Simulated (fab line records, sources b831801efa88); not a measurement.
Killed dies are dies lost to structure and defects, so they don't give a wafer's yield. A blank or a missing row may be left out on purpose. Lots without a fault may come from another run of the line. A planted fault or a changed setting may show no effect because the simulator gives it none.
One fault seen from 2 desks | flow sky130 | each desk has only its own numbers; what lay behind them comes last

THE METROLOGY DESK
What the gauges read, lot by lot, whatever tool the lot ran on: means of the sampled wafers that have a number. A lot is out of limits, marked OUT, if its mean lies more than 4 standard deviations from the usual mean; the brackets give that distance.
Columns: A = LDD_LDN_OVL at SKY_LDD_LDN_OVL_MEAS_07, usual 0.7 nm; B = SD_P_TW at SKY_SD_P_TW_MEAS_11, usual 2814; C = SD_N_RS at SKY_SD_N_RS_MEAS_16, usual 68.53 ohm/sq
lot  | first seen here | A    | B    | C
L684 | day 23 05:39    | 0.2  | 2809 | 68.40
L688 | day 24 20:02    | -0.4 | 2789 | 66.92 (-11) OUT
L690 | day 25 15:50    | 1.6  | 2796 | 66.82 (-11) OUT
L697 | day 27 20:20    | -0.3 | 2802 | 68.41
L698 | day 28 00:59    | 0.3  | 2807 | 68.74
L699 | day 28 19:00    | 3.4  | 2803 | 68.41
L700 | day 28 20:53    | 1.4  | 2798 | 68.58
L702 | day 29 13:00    | -1.3 | 2796 | 68.40
L703 | day 29 23:21    | -0.4 | 2806 | 68.50
L704 | day 30 09:46    | 0.0  | 2788 | 68.41
L705 | day 30 22:16    | 0.4  | 2861 | 68.34
This desk's finding: out of limits on L688, L690; first on L688, day 29 23:14 (SD_N_RS at SKY_SD_N_RS_MEAS_16). In limits: L684, L697, L698, L699, L700, L702, L703, L704, L705.

THE TOOL OWNER'S DESK: implanter-01
The tool's own readings at SKY_SD_N_IMPLANT_09: means of the sampled wafers that have a number, for each lot that ran on this tool. A lot is out of limits, marked OUT, if its mean lies more than 4 standard deviations from the usual mean; the brackets give that distance.
Columns: A = beam_energy_keV at SKY_SD_N_IMPLANT_09, usual 50.003; B = beam_on_s at SKY_SD_N_IMPLANT_09, usual 16.1 s
lot  | first seen here | A                        | B
L684 | day 28 07:18    | 50.017                   | 15.4
L688 | day 29 22:33    | 52.388 (+99 or more) OUT | 15.4
L690 | day 30 16:04    | 52.393 (+99 or more) OUT | 15.4
L699 | day 33 13:31    | 50.009                   | 15.1
L703 | day 34 14:59    | 49.987                   | 15.4
L705 | day 35 11:59    | 49.998                   | 15.6
This desk's finding: out of limits on L688, L690; first on L688, day 29 22:33 (beam_energy_keV at SKY_SD_N_IMPLANT_09). In limits: L684, L699, L703, L705.

PUT TOGETHER
The tool owner's desk could have raised an alarm at day 29 22:33, on L688, L690.
The metrology desk could have raised an alarm at day 29 23:14, on L688, L690.
Of the lots named, all ran SKY_SD_N_IMPLANT_09 on implanter-01.

WHAT THE SIMULATOR HAD PUT IN
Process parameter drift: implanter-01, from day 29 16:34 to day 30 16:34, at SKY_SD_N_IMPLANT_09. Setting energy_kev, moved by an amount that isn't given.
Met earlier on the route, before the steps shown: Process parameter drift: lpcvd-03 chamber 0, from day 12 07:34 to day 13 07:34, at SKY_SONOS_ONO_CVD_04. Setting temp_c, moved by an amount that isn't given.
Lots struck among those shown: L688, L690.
Hours from the fault's start to each desk's first reading out of limits: the tool owner's desk, 6; the metrology desk, 7.
